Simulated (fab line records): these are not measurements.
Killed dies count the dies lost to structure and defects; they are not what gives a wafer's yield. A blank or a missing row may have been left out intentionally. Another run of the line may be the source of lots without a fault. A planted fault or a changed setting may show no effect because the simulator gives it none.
fab line records | flow gf180mcu
record: lots: 6 | wafers: 18 | last_day: 34
route steps=602 shown M3@419 V3@429
lots untouched by any fault: they come from a run of this same line in which no faults occurred
start_h: start of the lot's first displayed wafer, in hours after the record's first day | wait_h: hours since the lot's step before | " repeats the value in the row above | L1.1+2: a single row standing in for several wafers | - no value, or no start given | * or withheld: withheld | < > ~ a bound
route shown NAME@n: names a module that has steps shown in the file, with the first one's number in the route | usual: average and standard deviation across the fault-free wafers | same: alike in all rows | chamber/n: place in a boat | sites: readings site by site | _std_site: the values' standard deviation | _edge_site: the outer-site mean with the inner-site mean subtracted | radius_mm: for every site, how far away it sits from the centre of the wafer | mask NAME#n: copy n | behind: the last tool/chamber to shape the wafer | hold: why the lot went on hold/how many hours it stayed there/how the hold came to an end | device: the n, p or np transistor that did not switch | end of line: the tests these same wafers got at the end of their route | a step without rows: its recipe alone | killed: the dies lost at the first sort to structure and to defects; this is not the yield of the wafer | map: a wafer's dies, marking killed ones x, the rest . and places with no die _
set.NAME: the setting as run; set.NAME@STEP: as run at that earlier step | model.NAME: the simulator's own value behind a step, which no gauge read
certain route steps with their lots: each step a table, each wafer a row
services: from which hour (start_h, from the record's first day; less than 0 if before it) a tool's chamber was out of use, for how many hours, and why
== steps ==
step: GF_M3_SOFTBAKE_10
recipe: temp_c: 130 | time_s: 60 | resist: KrF
step: GF_M3_EXPOSE_11
recipe: mask_id: Metal3 | target_cd_nm: 280 | na: 0.68 | source_shape: conventional | sigma_outer: 0.6 | dose_mj: 28
step: GF_M3_PEB_12
recipe: peb_temp_c: 135 | peb_time_s: 90 | resist: KrF
step: GF_M3_DEVELOP_13
recipe: develop_time_s: 60 | dev_temp_c: 21
step: GF_M3_CD_MEAS_14
recipe: target_cd_nm: 280
usual: cd_nm: 280.1/1.3
lot.wafer | tool      | chamber | start_h | wait_h | cd_nm
L777.1    | cd_sem-02 | -       | 503.30  | 0.1    | 278.6
L777.3    | "         | -       | "       | "      | 278.8
L777.4    | "         | -       | "       | "      | 277.2
L779.1    | cd_sem-01 | -       | 522.75  | 0.1    | 282.0
L779.4    | "         | -       | "       | "      | 281.7
L779.6    | "         | -       | "       | "      | 281.6
L790.2    | cd_sem-02 | -       | 611.18  | 0.1    | 279.2
L790.5    | "         | -       | "       | "      | 279.9
L790.6    | "         | -       | "       | "      | 280.5
L791.3    | cd_sem-02 | -       | 615.35  | 0.1    | 280.4
L791.5    | "         | -       | "       | "      | 279.6
L791.6    | "         | -       | "       | "      | 279.4
L792.2    | cd_sem-02 | -       | 623.67  | 0.2    | 279.6
L792.3    | "         | -       | "       | "      | 279.5
L792.6    | "         | -       | "       | "      | 278.0
L795.2    | cd_sem-01 | -       | 658.63  | 0.1    | 279.3
L795.3    | "         | -       | "       | "      | 278.7
L795.4    | "         | -       | "       | "      | 279.0
step: GF_M3_OVL_MEAS_15
usual: M3_OVL: 1/5.1
lot.wafer | tool       | chamber | start_h | wait_h | M3_OVL[nm]
L777.1    | overlay-02 | -       | 503.42  | 0.1    | -1
L777.3    | "          | -       | "       | "      | 2
L777.4    | "          | -       | "       | "      | 6
L779.1    | overlay-01 | -       | 522.87  | 0.1    | -8
L779.4    | "          | -       | "       | "      | 1
L779.6    | "          | -       | "       | "      | -4
L790.2    | overlay-01 | -       | 611.29  | 0.1    | -2
L790.5    | "          | -       | "       | "      | 0
L790.6    | "          | -       | "       | "      | -1
L791.3    | overlay-01 | -       | 615.45  | 0.1    | 7
L791.5    | "          | -       | "       | "      | 3
L791.6    | "          | -       | "       | "      | 4
L792.2    | overlay-02 | -       | 623.78  | 0.1    | -2
L792.3    | "          | -       | "       | "      | 3
L792.6    | "          | -       | "       | "      | 6
L795.2    | overlay-02 | -       | 658.74  | 0.1    | 0
L795.3    | "          | -       | "       | "      | 2
L795.4    | "          | -       | "       | "      | -3
step: GF_M3_METAL_ETCH_16
recipe: chemistry: Cl2/BCl3 | mask_material: KrF | target_depth_nm: 627.5 | stop_on: SiO2 | pressure_mtorr: 8 | icp_w: 800 | bias_w: 140 | Cl2_flow_sccm: 80 | bcl3_flow_sccm: 40 | time_s: 104.6
usual: drypump_motor_current_A: 5.9/0.54 | oes_product_au: 0.973/0.0058 | throttle_valve_pct: 28.248/0.01
lot.wafer | tool         | chamber | start_h | wait_h | drypump_motor_current_A | oes_product_au | rf_hours_counter_h | throttle_valve_pct
L777.1    | rie_metal-01 | 1       | 503.46  | 0.0    | 5.0                     | 0.977          | 10                 | 28.251
L777.3    | "            | 0       | "       | "      | 6.2                     | 0.973          | -                  | 28.246
L777.4    | "            | 1       | "       | "      | 5.1                     | 0.973          | -                  | 28.240
L779.1    | rie_metal-04 | 0       | 522.91  | 0.0    | 6.3                     | 0.975          | 3                  | 28.251
L779.4    | "            | 0       | "       | "      | 6.3                     | 0.967          | -                  | 28.261
L779.6    | "            | 1       | "       | "      | 6.1                     | 0.976          | -                  | 28.254
L790.2    | rie_metal-03 | 1       | 611.32  | 0.0    | 4.8                     | 0.967          | 11                 | 28.254
L790.5    | "            | 0       | "       | "      | 5.7                     | 0.966          | -                  | 28.262
L790.6    | "            | 1       | "       | "      | 4.8                     | 0.970          | -                  | 28.258
L791.3    | rie_metal-01 | 1       | 615.51  | 0.1    | 5.0                     | 0.968          | -                  | 28.237
L791.5    | "            | 0       | "       | "      | 6.2                     | 0.969          | -                  | 28.248
L791.6    | "            | 1       | "       | "      | 5.0                     | 0.969          | -                  | 28.248
L792.2    | rie_metal-01 | 1       | 623.81  | 0.0    | 5.1                     | 0.971          | 2                  | 28.259
L792.3    | "            | 0       | "       | "      | 6.3                     | 0.975          | -                  | 28.254
L792.6    | "            | 0       | "       | "      | 6.2                     | 0.970          | -                  | 28.236
L795.2    | rie_metal-01 | 1       | 658.77  | 0.0    | 5.1                     | 0.969          | 3                  | 28.251
L795.3    | "            | 1       | "       | "      | 5.1                     | 0.971          | -                  | 28.250
L795.4    | "            | 0       | "       | "      | 6.2                     | 0.984          | -                  | 28.240
step: GF_M3_STRIP_17
recipe: chemistry: O2/N2 | power_w: 1400 | pressure_mtorr: 1500 | platen_temp_c: 250 | o2_flow_sccm: 3000 | n2_flow_sccm: 300 | overash_fraction: 0.5
usual: drypump_motor_current_A: 5.8/0.37 | heater_power_w: 332/28 | n2_flow_sccm: 299.9/1.6 | oes_product_au: 0.558/0.0047 | strip_time_to_endpoint_s: 7.86/0.044
lot.wafer | tool            | chamber | start_h | wait_h | drypump_motor_current_A | heater_power_w | n2_flow_sccm | oes_product_au | rf_hours_counter_h | strip_time_to_endpoint_s
L777.1    | plasma_asher-02 | 0       | 503.57  | 0.1    | 6.1                     | 312            | 299.7        | 0.559          | 8                  | 7.86
L777.3    | "               | 0       | "       | "      | 6.1                     | 313            | 298.8        | 0.553          | -                  | 7.80
L777.4    | "               | 1       | "       | "      | 5.6                     | 323            | 300.4        | 0.557          | -                  | 7.83
L779.1    | plasma_asher-02 | 0       | 523.02  | 0.1    | 6.1                     | 309            | 300.7        | 0.562          | 10                 | 7.93
L779.4    | "               | 1       | "       | "      | 5.6                     | 340            | 300.0        | 0.560          | -                  | 7.86
L779.6    | "               | 1       | "       | "      | 5.5                     | 328            | 299.5        | 0.563          | -                  | 7.88
L790.2    | plasma_asher-03 | 0       | 611.43  | 0.1    | 5.3                     | 390            | 299.7        | 0.545          | 53                 | 7.79
L790.5    | "               | 1       | "       | "      | 5.7                     | 376            | 300.4        | 0.561          | -                  | 7.88
L790.6    | "               | 0       | "       | "      | 5.3                     | 395            | 299.3        | 0.559          | -                  | 7.83
L791.3    | plasma_asher-04 | 1       | 615.62  | 0.1    | 5.2                     | 295            | 300.1        | 0.557          | -                  | 7.94
L791.5    | "               | 0       | "       | "      | 6.6                     | 330            | 299.4        | 0.557          | -                  | 7.84
L791.6    | "               | 1       | "       | "      | 5.2                     | 300            | 300.2        | 0.549          | -                  | 7.89
L792.2    | plasma_asher-03 | 0       | 623.92  | 0.1    | 5.3                     | 394            | 299.7        | 0.563          | 55                 | 7.87
L792.3    | "               | 1       | "       | "      | 5.7                     | 358            | 299.8        | 0.557          | -                  | 7.85
L792.6    | "               | 1       | "       | "      | 5.7                     | 375            | 300.0        | 0.558          | -                  | 7.85
L795.2    | plasma_asher-02 | 0       | 658.88  | 0.1    | 6.1                     | 308            | 299.5        | 0.561          | 24                 | 7.92
L795.3    | "               | 1       | "       | "      | 5.6                     | 332            | 300.1        | 0.553          | -                  | 7.88
L795.4    | "               | 0       | "       | "      | 6.1                     | 313            | 300.2        | 0.558          | -                  | 7.84
step: GF_M3_STRIP_18
recipe: chemistry: post_etch_residue_remover | time_s: 1200 | temp_c: 72.5
step: GF_M3_CLEAN_19
recipe: chemistry: DIW | dry: n2_spin
step: GF_V3_CVD_00
recipe: material: SiO2 | target_thk_nm: 600 | sigma_open_frac: 0.3 | temp_c: 400 | time_s: 100 | sih4_flow_sccm: 60 | pressure_mtorr: 6
step: GF_V3_THK_MEAS_01
recipe: reads: SiO2_of_V3_CVD_00
usual: V3_CVD_00_THK: 598/5.5
lot.wafer | tool          | chamber | start_h | wait_h | V3_CVD_00_THK[nm]
L777.1    | film_metro-02 | -       | 504.21  | 0.0    | 604
L777.3    | "             | -       | "       | "      | 607
L777.4    | "             | -       | "       | "      | 597
L779.1    | film_metro-02 | -       | 523.70  | 0.1    | 608
L779.4    | "             | -       | "       | "      | 597
L779.6    | "             | -       | "       | "      | 601
L790.2    | film_metro-02 | -       | 612.05  | 0.0    | 602
L790.5    | "             | -       | "       | "      | 602
L790.6    | "             | -       | "       | "      | 603
L791.3    | film_metro-01 | -       | 616.21  | 0.1    | 603
L791.5    | "             | -       | "       | "      | 600
L791.6    | "             | -       | "       | "      | 599
L792.2    | film_metro-04 | -       | 624.58  | 0.0    | 600
L792.3    | "             | -       | "       | "      | 600
L792.6    | "             | -       | "       | "      | 604
L795.2    | film_metro-02 | -       | 659.50  | 0.0    | 607
L795.3    | "             | -       | "       | "      | 604
L795.4    | "             | -       | "       | "      | 606
step: GF_V3_CVD_02
recipe: material: SiO2 | target_thk_nm: 850 | precursor: TEOS | temp_c: 400 | time_s: 94.851 | rf_w: 600
usual: heater_power_w: 644/110
lot.wafer | tool     | chamber | start_h | wait_h | heater_power_w | since_wet_clean_h | model.SiO2_of_V3_CVD_02.thk_nm
L777.1    | pecvd-03 | 2       | 504.27  | 0.1    | 589            | 538               | 847.9
L777.3    | "        | 0       | "       | "      | 679            | 538               | 845.7
L777.4    | "        | 0       | "       | "      | 713            | -                 | 866.3
L779.1    | pecvd-01 | 0       | 523.76  | 0.1    | 883            | 349               | 852.2
L779.4    | "        | 0       | "       | "      | 716            | -                 | 872.7
L779.6    | "        | 1       | "       | "      | 741            | -                 | 865.9
L790.2    | pecvd-01 | 2       | 612.10  | 0.0    | 838            | 437               | 843.1
L790.5    | "        | 1       | "       | "      | 736            | -                 | 864.2
L790.6    | "        | 2       | "       | "      | 673            | -                 | 852.2
L791.3    | pecvd-03 | 2       | 616.25  | 0.0    | 636            | 650               | 840.5
L791.5    | "        | 1       | "       | "      | 726            | -                 | 878.9
L791.6    | "        | 0       | "       | "      | 562            | -                 | 833
L792.2    | pecvd-03 | 1       | 624.63  | 0.0    | 733            | 658               | 862.4
L792.3    | "        | 2       | "       | "      | 599            | 658               | 840.7
L792.6    | "        | 2       | "       | "      | 614            | -                 | 857.4
L795.2    | pecvd-01 | 2       | 659.55  | 0.0    | 798            | 485               | 828.3
L795.3    | "        | 1       | "       | "      | 923            | 485               | 843.5
L795.4    | "        | 2       | "       | "      | 665            | -                 | 835.6
step: GF_V3_THK_MEAS_03
recipe: reads: SiO2_of_V3_CVD_02
usual: V3_CVD_02_THK: 849/11
lot.wafer | tool          | chamber | start_h | wait_h | V3_CVD_02_THK[nm]
L777.1    | film_metro-01 | -       | 504.34  | 0.0    | 848
L777.3    | "             | -       | "       | "      | 846
L777.4    | "             | -       | "       | "      | 867
L779.1    | film_metro-01 | -       | 523.83  | 0.0    | 852
L779.4    | "             | -       | "       | "      | 872
L779.6    | "             | -       | "       | "      | 865
L790.2    | film_metro-04 | -       | 612.18  | 0.0    | 842
L790.5    | "             | -       | "       | "      | 864
L790.6    | "             | -       | "       | "      | 852
L791.3    | film_metro-04 | -       | 616.34  | 0.1    | 840
L791.5    | "             | -       | "       | "      | 878
L791.6    | "             | -       | "       | "      | 833
L792.2    | film_metro-01 | -       | 624.71  | 0.0    | 862
L792.3    | "             | -       | "       | "      | 840
L792.6    | "             | -       | "       | "      | 858
L795.2    | film_metro-02 | -       | 659.62  | 0.0    | 829
L795.3    | "             | -       | "       | "      | 844
L795.4    | "             | -       | "       | "      | 835
== services ==
tool            | chamber | start_h | hours | kind
pecvd-03        | -       | 483.32  | 4.3   | repair
pecvd-01        | -       | 496.10  | 0.5   | repair
pecvd-03        | 2       | 519.62  | 2.4   | repair
rie_metal-01    | -       | 522.20  | 2.8   | pm
rie_metal-01    | 1       | 526.49  | 6.4   | repair
rie_metal-01    | 1       | 540.55  | -     | clean
rie_metal-01    | 1       | 540.55  | 25.8  | scheduled_down
rie_metal-01    | 1       | 540.55  | 25.8  | vent_cycle
pecvd-01        | -       | 542.79  | 1.4   | repair
rie_metal-01    | -       | 544.60  | 0.6   | repair
plasma_asher-04 | -       | 572.04  | 1.2   | repair
plasma_asher-03 | -       | 589.12  | 0.8   | repair
pecvd-01        | -       | 602.31  | 1.0   | repair
rie_metal-04    | -       | 611.88  | 5.5   | repair
plasma_asher-03 | -       | 628.80  | 9.9   | pm
rie_metal-03    | 0       | 630.43  | 22.6  | repair
pecvd-03        | -       | 656.68  | 0.9   | repair
plasma_asher-04 | -       | 656.84  | 2.3   | repair
plasma_asher-04 | -       | 658.31  | 0.5   | repair
== key ==
first_sign none at tools or gauges
model_effect: step: GF_V3_CVD_02 | value: SiO2_of_V3_CVD_02.thk_nm | without: 843.8 | struck: 870.7
met_at GF_V3_CVD_02
struck_wafers L791.5,L792.2
onset_between 504.27 616.25
fault: kind: process_parameter_drift | tool: pecvd-03 | chamber: - | onset_h: 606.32 | steps: GF_V3_CVD_02 | channel: target_thk_nm | offset: 26.907 | shape: step | end_h: 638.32 | scope: struck_wafers_only | acts_in: these_recipes_only | stated: 850
